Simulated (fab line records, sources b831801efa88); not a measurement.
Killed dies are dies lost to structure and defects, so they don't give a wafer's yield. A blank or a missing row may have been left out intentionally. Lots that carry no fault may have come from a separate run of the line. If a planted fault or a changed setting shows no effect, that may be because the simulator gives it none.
A struck lot beside a sound one :: flow sky130 :: 30 out of 708 route steps
Sound: wafers L216.2, L216.5, L216.6. Struck: wafers L226.4, L226.6. (L226.3 of the same lot was not struck and is left out.) The cause comes at the end.
At each step with rows: each side's tool, then ch and its chambers, then its first start. Under that, the readings that differ: sound wafers :: struck wafers :: difference of the means :: sigmas: that difference in standard deviations of wafers without a fault.
alike: words and numbers the same on both sides, and readings whose means are apart by under 2 such deviations; not compared: readings that were withheld, readings missing a value for some wafer, numbers with overlapping values and no deviation given by the record, and bounds like >300 which may hide the same value.
A row with sigmas, a row that says differs or no value, or rows on one side alone: a step with any of these is where the two part. Numbers that don't overlap but have no deviation are shown without sigmas and don't part them. A reading that every wafer of one side lacks parts them only if that side has two wafers or more.

first, 1 step without rows for these wafers: SKY_CONTACT_ETCH_18 (etches Si3N4 in CHF3/O2, stops on TiN, time 39 s, target depth 75 nm).
SKY_CONTACT_STRIP_19: strips in O2/N2.
  sound on plasma_asher-03 ch 0,1, day 33 22:39; struck on plasma_asher-01 ch 0,1, day 37 03:54
  alike: drypump_motor_current_A, oes_product_au, strip_time_to_endpoint_s
  not compared: rf_hours_counter_h
then, 3 steps without rows for these wafers: SKY_CONTACT_STRIP_20 (strips in post etch residue remover, time 1200 s); SKY_CONTACT_CLEAN_21 (cleans in IPA, time 180 s); SKY_CONTACT_CLEAN_22 (cleans in O3/DIW).
SKY_CONTACT_SPUTTER_23: material TiN, target thk 20 nm, time 80 s.
  sound on pvd_sputter-03, day 33 23:16; struck on pvd_sputter-03, day 37 04:35
  alike: throttle_valve_pct
then, 1 step without rows for these wafers: SKY_CONTACT_CVD_24 (deposits W, target thk 340 nm, time 102.12 s).
SKY_CONTACT_RS_MEAS_25: the measuring method here is four-point-probe.
  sound on film_metro-04, day 33 23:27; struck on film_metro-03, day 37 04:47
  alike: CONTACT_W_RS
SKY_CONTACT_THK_MEAS_26: measures by xrf.
  sound on film_metro-04, day 33 23:34; struck on film_metro-03, day 37 04:53
  alike: CONTACT_W_THK
then, 1 step without rows for these wafers: SKY_CONTACT_CMP_27 (polishes, stops on SiO2, t overpolish 15 s, target thk 0 nm).
SKY_METAL1_SPUTTER_00: material Ti, target thk 15 nm, time 10 s.
  sound on pvd_sputter-04, day 33 23:55; struck on pvd_sputter-02, day 37 05:14
  alike: throttle_valve_pct
then, 1 step without rows for these wafers: SKY_METAL1_SPUTTER_01 (material TiN, target thk 20 nm, time 16.7 s).
SKY_METAL1_SPUTTER_02: material AlCu, target thk 250 nm, time 13.3 s.
  sound on pvd_sputter-04, day 33 23:58; struck on pvd_sputter-02, day 37 05:17
reading: model.AlCu_of_METAL1_SPUTTER_02.thk_nm (nm)
sound: 251.4 249.8 249.3
struck: 382.7 382.2
difference: +132.3
sigmas: 
  alike: throttle_valve_pct
then, 2 steps without rows for these wafers: SKY_METAL1_SPUTTER_03 (material Ti, target thk 5 nm, time 3.3 s); SKY_METAL1_SPUTTER_04 (material TiN, target thk 70 nm, time 58.3 s).
SKY_METAL1_RS_MEAS_05: the measuring method here is four-point-probe.
  sound on film_metro-03, day 34 00:04; struck on film_metro-04, day 37 05:41
reading: METAL1_ALCU_RS (ohm/sq)
sound: 0.1264 0.1271 0.1275
struck: 0.0821 0.0821
difference: -0.0449
sigmas: -35
  not compared: hold
SKY_METAL1_THK_MEAS_06: measures by xrf.
  sound on film_metro-03, day 34 00:11; struck on film_metro-04, day 37 07:31
reading: METAL1_ALCU_THK (nm)
sound: 251 247 243
struck: 378 378
difference: +131
sigmas: +42
  not compared: hold
then, 7 steps without rows for these wafers: SKY_METAL1_HMDS_08 (prime time 60 s); SKY_METAL1_COAT_09 (resist thk 59.4 nm); SKY_METAL1_COAT_10 (resist thk 450 nm); SKY_METAL1_SOFTBAKE_11 (time 90 s); SKY_METAL1_EXPOSE_12 (exposes mask MM1, target cd 140 nm); SKY_METAL1_PEB_13; SKY_METAL1_DEVELOP_14 (develop time 60 s).
SKY_METAL1_CD_MEAS_15: target cd 140 nm.
  sound on cd_sem-01, day 35 02:57; struck on cd_sem-01, day 38 07:31
  alike: cd_nm
SKY_METAL1_OVL_MEAS_16:
  sound on overlay-01, day 35 03:03; struck on overlay-01, day 38 07:37
  alike: METAL1_OVL
then, 1 step without rows for these wafers: SKY_METAL1_DESCUM_17 (chemistry O2, time 8 s).
SKY_METAL1_ETCH_18: etches BARC in N2/H2, stops on SiO2, time 45.9 s, target depth 60 nm.
  sound on rie_metal-04 ch 0,1, day 35 03:07; struck on rie_metal-01 ch 0, day 38 07:41
reading: drypump_motor_current_A (A)
sound: 6.40 6.36 6.00
struck: 5.77 5.76
difference: -0.49
sigmas: -2
  alike: h2_flow_sccm, he_backside_leak_sccm, oes_product_au, throttle_valve_pct
  not compared: rf_hours_counter_h
SKY_METAL1_METAL_ETCH_19: etches the open film in Cl2/BCl3, stops on SiO2, target depth 360 nm, time 78 s.
  sound on rie_metal-04 ch 0,1, day 35 03:11; struck on rie_metal-01 ch 0, day 38 07:46
reading: drypump_motor_current_A (A)
sound: 6.36 6.37 5.96
struck: 5.74 5.74
difference: -0.49
sigmas: -2

reading: oes_product_au (a.u.)
sound: 0.858 0.860 0.859
struck: 0.992 0.994
difference: +0.134
sigmas: +23
  alike: he_backside_leak_sccm, throttle_valve_pct
  not compared: rf_hours_counter_h
SKY_METAL1_STRIP_20: strips in O2/N2.
  sound on plasma_asher-02 ch 0,1, day 35 03:16; struck on plasma_asher-02 ch 1, day 38 07:51
  alike: drypump_motor_current_A, oes_product_au, strip_time_to_endpoint_s
  not compared: rf_hours_counter_h

WHERE THEY PART
Earliest at SKY_METAL1_RS_MEAS_05; latest, in this record, at SKY_METAL1_METAL_ETCH_19. Later steps at which nothing parts them and some readings are alike: SKY_METAL1_STRIP_20.

WHY: whatever the simulator had introduced
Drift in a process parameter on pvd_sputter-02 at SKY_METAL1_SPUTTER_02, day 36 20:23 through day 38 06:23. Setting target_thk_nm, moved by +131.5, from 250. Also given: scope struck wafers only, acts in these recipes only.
